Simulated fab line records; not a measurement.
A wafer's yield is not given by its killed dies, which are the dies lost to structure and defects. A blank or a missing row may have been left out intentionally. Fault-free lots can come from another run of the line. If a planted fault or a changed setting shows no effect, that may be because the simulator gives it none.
Chamber matching	flow sky130	rieSi-01 running SKY_FIELD_ISO_ETCH_17: 4 sister chambers
The step etches Si in HBr/Cl2/O2, target depth 342 nm, time 97.7 s. 4 wafers are shown with their chamber, then 8 later ones without.

WAFERS WITH THEIR CHAMBER
wafer	chamber	drypumpMotorCurrentA (A)
L528.1	1	5.8
L528.4	3	5.6
L528.6	0	4.7
L529.4	2	6.1

WAFERS WHOSE CHAMBER IS MISSING
wafer	drypumpMotorCurrentA (A)
L529.5	4.7
L529.6	5.8
L530.2	5.6
L530.4	5.8
L530.6	6.0
L532.2	5.5
L532.4	5.6
L532.6	5.8

CHAMBER TAKEN BY EACH
wafer	from the rows above	in truth
L529.5	0	0
L529.6	1	1
L530.2	3	3
L530.4	1	1
L530.6	2	2
L532.2	3	3
L532.4	3	3
L532.6	1	1
8 of 8 placed correctly. From these rows, 0 cannot be placed. Number placed wrongly: 0.
How it was worked out, from the rows above alone: a wafer's distance from a chamber is the root of the sum, over the readings, of the square of ((its reading less the chamber's mean) divided by the reading's scatter). The wafer belongs to the nearest chamber; if the next one is less than 2 further off, it can't be placed. Each chamber's mean is taken over the wafers shown for it. The scatter: root of mean squared gap, hidden wafer to nearest shown wafer, with one shown wafer a chamber.
